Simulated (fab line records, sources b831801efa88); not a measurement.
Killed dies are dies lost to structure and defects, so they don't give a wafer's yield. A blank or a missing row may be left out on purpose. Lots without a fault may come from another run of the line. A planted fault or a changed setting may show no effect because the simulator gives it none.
fab line records | flow sky130
record lots=11 wafers=33 last_day=50
route steps=708 shown CONTACT@422 VIA1@459 VIA2@509 CAPM@549 PAD_OPEN@708
lots that met no fault: from a run of the same line without faults
start_h: hours from the record's first day to the start of the lot's first wafer shown | wait_h: hours since the lot's step before | " the same as in the row above | L1.1+2: a row that stands for several wafers | - no value, or no start given | * or withheld: withheld | < > ~ a bound
route shown NAME@n: a module of which the file shows steps, and the number in the route of the first | usual: mean/standard deviation of fault-free wafers | same: alike in all rows | chamber/n: place in a boat | sites: the reading at each site | _std_site: their standard deviation | _edge_site: outer sites' mean less inner sites' | radius_mm: how far each site lies from the wafer's centre | mask NAME#n: copy n | behind: the tool/chamber that last shaped the wafer | hold: why the lot was held/for how many hours/how that ended | device: the transistor (n, p or np) that didn't switch | end of line: the same wafers' tests at the end of the route | a step without rows: its recipe alone | killed: dies lost to structure and defects at the first sort, not the wafer's yield | map: a wafer's dies, x killed, . not, _ none there
set.NAME: the setting as run; set.NAME@STEP: as run at that earlier step | model.NAME: the simulator's own value behind a step, which no gauge read
steps of the route over a sample of lots; a table a step, a row a wafer
services: from which hour (start_h, from the record's first day; less than 0 if before it) a tool's chamber was out of use, for how many hours, and why
## steps
# step SKY_CONTACT_ETCH_16
# recipe chemistry=N2/H2 target=BARC ion_energy_ev=200 source_w=500 bias_w=100 pressure_mtorr=30 n2_flow_sccm=100 h2_flow_sccm=200 stop_on=SiO2 time_s=45.9 target_depth_a=600
# usual chamber_pressure_mTorr=30.001/0.026 drypump_motor_current_A=5.7/0.4 oes_product_au=0.855/0.0045 rf_fwd_power_W=495.2/1.9 throttle_valve_pct=13.225/0.01
# columns lot.wafer tool chamber start_h wait_h chamber_pressure_mTorr drypump_motor_current_A oes_product_au rf_fwd_power_W rf_hours_counter_h throttle_valve_pct
L804.2 rie_diel-02 2 761.39 0.0 29.997 5.9 0.851 495.2 8 13.241
L804.4 " 1 " " 30.022 6.3 0.848 490.2 - 13.207
L804.5 " 2 " " 29.964 5.9 0.848 493.8 - 13.225
L805.1 rie_diel-04 0 768.44 0.0 29.996 6.0 0.852 492.7 20 13.221
L805.3 " 1 " " 29.992 6.0 0.860 495.8 41 13.239
L805.6 " 3 " " 30.011 5.6 0.847 492.4 - 13.233
L806.3 rie_diel-02 3 783.34 0.0 29.992 5.6 0.861 494.5 14 13.210
L806.4 " 3 " " 30.011 5.6 0.857 492.9 - 13.222
L806.5 " 0 " " 30.021 6.3 0.856 496.7 - 13.232
L807.1 rie_diel-02 1 791.39 0.0 29.996 6.3 0.848 490.3 8 13.224
L807.4 " 2 " " 30.005 5.9 0.857 494.7 10 13.223
L807.6 " 3 " " 30.006 5.6 0.851 496.7 - 13.230
L809.4 rie_diel-04 1 803.70 0.0 29.998 6.0 0.858 496.6 0 13.215
L809.5 " 2 " " 29.995 5.3 0.857 495.4 - 13.229
L809.6 " 3 " " 29.975 5.6 0.859 495.1 - 13.206
L817.2 rie_diel-04 2 894.54 0.0 30.022 5.3 0.861 494.6 12 13.229
L817.3 " 1 " " 29.959 6.0 0.853 498.1 3 13.225
L817.4 " 0 " " 29.966 6.0 0.854 495.3 24 13.240
L818.1 rie_diel-04 1 897.54 0.0 29.989 6.0 0.856 496.5 4 13.210
L818.5 " 1 " " 29.965 6.0 0.852 497.5 - 13.224
L818.6 " 2 " " 29.984 5.3 0.859 497.7 - 13.231
L820.1 rie_diel-01 3 910.30 0.0 29.998 5.7 0.855 495.0 4 13.226
L820.3 " 1 " " 29.995 5.2 0.852 497.2 26 13.225
L820.4 " 1 " " 29.981 5.2 0.854 497.4 - 13.239
L819.1 rie_diel-01 1 917.29 0.0 30.027 5.2 0.850 492.2 26 13.233
L819.2 " 2 " " 30.063 4.7 0.861 499.4 18 13.237
L819.3 " 3 " " 29.982 5.7 0.850 492.7 4 13.199
L822.1 rie_diel-04 1 919.20 0.0 29.972 6.0 0.852 497.4 4 13.222
L822.3 " 3 " " 30.051 5.6 0.855 494.9 2 13.232
L822.6 " 1 " " 29.985 6.0 0.854 495.4 - 13.225
L821.3 rie_diel-04 1 924.60 0.0 29.967 6.0 0.855 498.6 4 13.247
L821.4 " 3 " " 29.996 5.6 0.852 495.4 - 13.236
L821.5 " 0 " " 29.996 6.0 0.861 496.1 - 13.208
# step SKY_VIA1_THK_MEAS_01
# recipe reads=SiO2_of_VIA1_HDPCVD_00
# usual VIA1_HDPCVD_THK=1030/11
# columns lot.wafer tool chamber start_h wait_h VIA1_HDPCVD_THK[nm]
L804.2 film_metro-02 - 790.94 0.1 1011
L804.4 " - " " 1025
L804.5 " - " " 1010
L805.1 film_metro-01 - 798.16 0.1 1035
L805.3 " - " " 1047
L805.6 " - " " 1037
L806.3 film_metro-03 - 813.14 0.1 1049
L806.4 " - " " 1049
L806.5 " - " " 1030
L807.1 film_metro-03 - 821.57 0.1 1027
L807.4 " - " " 1033
L807.6 " - " " 1035
L809.4 film_metro-02 - 832.46 0.0 1034
L809.5 " - " " 1030
L809.6 " - " " 1025
L817.2 film_metro-02 - 922.56 0.1 1045
L817.3 " - " " 1039
L817.4 " - " " 1042
L818.1 film_metro-02 - 925.50 0.1 1022
L818.5 " - " " 1031
L818.6 " - " " 1036
L820.1 film_metro-01 - 937.67 0.1 1029
L820.3 " - " " 1031
L820.4 " - " " 1032
L819.1 film_metro-02 - 944.28 0.1 1045
L819.2 " - " " 1043
L819.3 " - " " 1038
L822.1 film_metro-01 - 946.28 0.1 1040
L822.3 " - " " 1025
L822.6 " - " " 1035
L821.3 film_metro-03 - 951.65 0.1 1022
L821.4 " - " " 1016
L821.5 " - " " 1021
# step SKY_VIA2_CMP_02
# recipe material=SiO2 down_force_psi=4 platen_rpm=60 pad_velocity_m_s=0.94248
# usual motor_current_A=12.9/0.85
# columns lot.wafer tool chamber start_h wait_h motor_current_A
L804.4 cmp-02 2 846.50 0.1 14.5
L804.2 " 3 " " 11.6
L804.5 " 2 " " 13.1
L805.1 cmp-02 2 854.26 0.1 14.7
L805.3 " 3 " " 11.3
L805.6 " 3 " " 11.1
L806.3 cmp-01 0 867.79 0.1 11.9
L806.4 " 1 " " 11.9
L806.5 " 2 " " 13.9
L807.4 cmp-02 3 877.51 0.1 12.0
L807.1 " 0 " " 13.0
L807.6 " 1 " " 12.2
L809.4 cmp-02 3 887.84 0.2 11.3
L809.6 " 0 " " 12.7
L809.5 " 1 " " 13.2
L817.4 cmp-02 1 976.70 0.0 12.6
L817.3 " 3 " " 12.1
L817.2 " 0 " " 13.3
L818.1 cmp-01 3 978.90 0.1 12.8
L818.6 " 1 " " 11.9
L818.5 " 2 " " 13.1
L820.3 cmp-02 3 990.04 0.1 12.3
L820.4 " 0 " " 13.8
L820.1 " 1 " " 12.7
L819.1 cmp-01 1 996.07 0.1 12.4
L819.3 " 2 " " 13.7
L819.2 " 3 " " 12.2
L822.1 cmp-01 3 998.09 0.1 12.7
L822.3 " 2 " " 13.1
L822.6 " 0 " " 12.0
L821.4 cmp-02 0 1004.16 0.1 13.1
L821.3 " 1 " " 12.6
L821.5 " 3 " " 11.4
# step SKY_VIA2_ETCH_15
# recipe target=SiO2 chemistry=C4F8/O2/Ar target_depth_nm=546 stop_on=TiN mask_material=KrF-thick source_w=1500 bias_w=1200 pressure_mtorr=40 c4f8_flow_sccm=withheld O2_flow_sccm=6 Ar_flow_sccm=300 time_s=84
# usual chamber_pressure_mTorr=40.00/0.036 oes_product_au=0.939/0.0044 rf_fwd_power_W=1490/5.1
# columns lot.wafer tool chamber start_h wait_h chamber_pressure_mTorr oes_product_au rf_fwd_power_W rf_hours_counter_h
L804.2 rie_diel-01 1 873.38 0.0 39.96 0.938 1484 25
L804.4 " 0 " " 39.99 0.942 1485 25
L804.5 " 2 " " 40.01 0.943 1490 -
L805.1 rie_diel-03 3 881.27 0.0 40.05 0.943 1484 3
L805.3 " 2 " " 40.06 0.938 1489 13
L805.6 " 3 " " 39.99 0.935 1489 -
L806.3 rie_diel-03 0 894.23 0.0 39.97 0.945 1487 8
L806.4 " 2 " " 40.02 0.939 1486 14
L806.5 " 3 " " 40.01 0.942 1501 -
L807.1 rie_diel-04 3 903.89 0.0 40.03 0.943 1489 1
L807.4 " 1 " " 39.89 0.944 1494 4
L807.6 " 1 " " 39.97 0.946 1496 -
L809.4 rie_diel-01 1 914.12 0.0 39.99 0.998 1485 -
L809.5 " 2 " " 39.97 0.939 1490 -
L809.6 " 3 " " 40.01 0.935 1482 -
L817.2 rie_diel-01 1 1000.73 0.0 40.07 0.945 1490 0
L817.3 " 3 " " 39.92 0.941 1491 7
L817.4 " 2 " " 39.99 0.940 1491 -
L818.1 rie_diel-04 2 1002.83 0.0 40.04 0.941 1488 16
L818.5 " 2 " " 39.98 0.942 1491 -
L818.6 " 3 " " 40.04 0.940 1487 -
L820.1 rie_diel-01 3 1013.31 0.0 39.99 0.937 1489 8
L820.3 " 2 " " 40.01 0.934 1497 -
L820.4 " 3 " " 39.99 0.949 1481 -
L819.1 rie_diel-03 0 1018.68 0.0 40.06 0.941 1493 11
L819.2 " 3 " " 40.05 0.931 1483 7
L819.3 " 1 " " 40.06 0.934 1485 16
L822.1 rie_diel-04 1 1021.14 0.0 40.04 0.936 1501 8
L822.3 " 2 " " 39.92 0.934 1490 17
L822.6 " 1 " " 40.02 0.928 1501 -
L821.3 rie_diel-01 2 1027.08 0.0 40.00 0.940 1494 22
L821.4 " 3 " " 40.01 0.934 1484 -
L821.5 " 0 " " 39.98 0.937 1480 -
# step SKY_CAPM_OVL_MEAS_12
# usual CAPM_OVL=0.3/1.4
# columns lot.wafer tool chamber start_h wait_h CAPM_OVL[nm]
L804.2 overlay-02 - 900.68 0.1 0.1
L804.4 " - " " 0.4
L804.5 " - " " 1.2
L805.1 overlay-02 - 908.93 0.1 0.4
L805.3 " - " " 0.3
L805.6 " - " " 1.4
L806.3 overlay-02 - 920.95 0.1 2.4
L806.4 " - " " 0.0
L806.5 " - " " -1.5
L807.1 overlay-01 - 929.97 0.1 0.8
L807.4 " - " " 1.3
L807.6 " - " " 1.2
L809.4 overlay-01 - 940.30 0.1 1.2
L809.5 " - " " 0.2
L809.6 " - " " -1.1
L817.2 overlay-02 - 1024.79 0.1 -0.7
L817.3 " - " " 0.9
L817.4 " - " " 0.5
L818.1 overlay-02 - 1026.77 0.1 -1.6
L818.5 " - " " -3.1
L818.6 " - " " -4.3
L820.1 overlay-02 - 1037.33 0.1 1.3
L820.3 " - " " 1.2
L820.4 " - " " 3.2
L819.1 overlay-01 - 1042.57 0.1 1.1
L819.2 " - " " 1.2
L819.3 " - " " 1.8
L822.1 overlay-02 - 1043.67 0.1 0.3
L822.3 " - " " -0.1
L822.6 " - " " 0.4
L821.3 overlay-01 - 1050.29 0.1 -1.0
L821.4 " - " " -1.7
L821.5 " - " " -1.6
# step SKY_PAD_OPEN_PROBE_99
# usual defect_limited_yield=82.5/1.9 killed_at_M0_to_M3=44/7.3 killed_at_M4_up=3.2/1.8 killed_at_contacts=24/5.4 killed_at_front_end=16/4.4 killed_at_other=0.3/0.48 killed_dies=86/9.5 killed_open=47/7.7 killed_short=39/6.4
# same gross_dies=492 killed_at_back_side=0
# columns lot.wafer tool chamber start_h wait_h defect_limited_yield[%] killed_at_M0_to_M3 killed_at_M4_up killed_at_contacts killed_at_front_end killed_at_other killed_dies killed_open killed_short
L817.3 prober-02 - 1189.89 0.2 81.3 47 3 28 13 1 92 53 39
L818.1 prober-01 - 1191.26 0.1 84.3 46 4 17 9 1 77 42 35
L818.5 prober-01 - 1191.46 0.2 83.5 44 1 20 16 0 81 45 36
L818.6 prober-01 - 1191.51 0.2 80.9 56 4 13 21 0 94 49 45
L820.1 prober-02 - 1200.59 0.1 80.3 55 1 23 18 0 97 55 42
L820.3 prober-02 - 1200.69 0.2 81.7 57 2 20 10 1 90 48 42
L820.4 prober-02 - 1200.74 0.2 81.9 49 4 18 17 1 89 49 40
L819.1 prober-01 - 1203.29 0.1 79.9 58 5 21 15 0 99 52 47
L819.2 prober-01 - 1203.34 0.1 79.9 42 7 37 12 1 99 61 38
L819.3 prober-01 - 1203.39 0.2 79.1 56 4 34 9 0 103 56 47
# killed by level:class
L817.3 VIA1:geometric_particle:open=14 CONTACT:geometric_particle:open=10 VIA3:geometric_particle:open=7 METAL2:geometric_particle:short=7 FIELD_ISO:geometric_particle:open=5 LI_CONTACT:geometric_particle:open=5 VIA1:geometric_particle:short=4 LI_CONTACT:geometric_particle:short=4
L818.1 VIA2:geometric_particle:open=10 CONTACT:geometric_particle:open=9 VIA3:geometric_particle:open=7 VIA1:geometric_particle:open=6 POLY_GATE:geometric_particle:short=5 METAL3:geometric_particle:short=5 LI_CONTACT:geometric_particle:open=4 VIA1:geometric_particle:short=4
L818.5 CONTACT:geometric_particle:open=7 VIA3:geometric_particle:open=7 METAL1:geometric_particle:short=6 VIA1:geometric_particle:open=6 VIA2:geometric_particle:open=6 LI_CONTACT:geometric_particle:open=5 LOCAL_INTERCONNECT:geometric_particle:short=5 VIA2:geometric_particle:short=4
L818.6 VIA1:geometric_particle:open=18 VIA2:geometric_particle:open=9 FIELD_ISO:geometric_particle:short=6 VIA3:geometric_particle:open=6 METAL1:geometric_particle:short=5 CONTACT:geometric_particle:open=5 VIA1:geometric_particle:short=4 METAL2:geometric_particle:short=4
L820.1 VIA2:geometric_particle:open=15 VIA1:geometric_particle:open=13 CONTACT:geometric_particle:open=10 FIELD_ISO:geometric_particle:short=8 METAL2:geometric_particle:short=8 LOCAL_INTERCONNECT:geometric_particle:short=6 VIA3:geometric_particle:open=6 METAL1:geometric_particle:short=4
L820.3 VIA1:geometric_particle:open=14 VIA2:geometric_particle:open=10 CONTACT:geometric_particle:open=7 VIA3:geometric_particle:open=7 CONTACT:geometric_particle:short=6 VIA2:geometric_particle:short=5 METAL1:geometric_particle:short=5 VIA1:geometric_particle:short=5
L820.4 VIA2:geometric_particle:open=12 VIA1:geometric_particle:open=11 VIA1:geometric_particle:short=7 VIA2:geometric_particle:short=5 FIELD_ISO:geometric_particle:open=4 POLY_GATE:geometric_particle:open=4 LI_CONTACT:geometric_particle:short=4 LI_CONTACT:geometric_particle:open=4
L819.1 VIA1:geometric_particle:open=12 VIA2:geometric_particle:open=11 METAL2:geometric_particle:short=10 METAL1:geometric_particle:short=7 VIA3:geometric_particle:open=6 CONTACT:geometric_particle:short=5 CONTACT:geometric_particle:open=5 FIELD_ISO:geometric_particle:open=4
L819.2 CONTACT:geometric_particle:open=13 VIA1:geometric_particle:open=11 LI_CONTACT:geometric_particle:open=10 VIA3:geometric_particle:open=10 CONTACT:geometric_particle:short=6 VIA2:geometric_particle:open=6 METAL1:geometric_particle:short=6 LOCAL_INTERCONNECT:geometric_particle:short=5
L819.3 VIA2:geometric_particle:open=14 VIA1:geometric_particle:open=12 CONTACT:geometric_particle:open=10 CONTACT:geometric_particle:short=8 LOCAL_INTERCONNECT:geometric_particle:short=5 METAL2:geometric_particle:short=5 LI_CONTACT:geometric_particle:open=4 LI_CONTACT:geometric_particle:short=4
## services
# columns tool chamber start_h hours kind
cmp-02 - 744.00 4.0 pm
rie_diel-04 - 745.67 20.2 repair
cmp-02 - 749.00 7.6 pm
rie_diel-02 1 750.10 4.9 repair
rie_diel-02 0 754.43 8.0 repair
cmp-02 - 765.43 1.1 repair
rie_diel-02 1 777.67 10.7 repair
rie_diel-01 - 782.31 14.6 pm
rie_diel-02 1 826.66 7.3 repair
rie_diel-01 2 829.43 2.7 repair
cmp-01 - 840.13 5.9 pm
cmp-01 - 887.32 1.3 repair
cmp-01 - 892.62 13.6 pm
cmp-02 - 906.44 1.8 repair
rie_diel-01 - 906.66 1.5 repair
rie_diel-01 0 906.69 19.8 repair
cmp-01 - 913.40 4.0 pm
cmp-02 - 918.30 0.5 repair
rie_diel-04 2 918.76 6.1 repair
cmp-01 - 944.64 1.3 repair
cmp-02 - 946.01 2.4 repair
cmp-02 - 954.34 1.3 repair
cmp-01 - 970.09 0.9 repair
rie_diel-01 1 1005.26 24.7 repair
## key
first_sign step=SKY_VIA2_ETCH_15 reading=oes_product_au direction=up sigmas=13 usual=0.939 struck=0.998
effect none on later readings
met_at SKY_VIA2_CMP_02
struck_lots L809
struck_wafers L809.4
not_acting_at SKY_CONTACT_ETCH_16,SKY_VIA1_THK_MEAS_01,SKY_CAPM_OVL_MEAS_12
onset_between 877.51 887.84
fault kind=process_parameter_drift tool=cmp-02 chamber=- onset_h=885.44 steps=SKY_VIA2_CMP_02 channel=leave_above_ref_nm offset=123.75 shape=step end_h=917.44 scope=struck_wafers_only acts_in=these_recipes_only stated=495
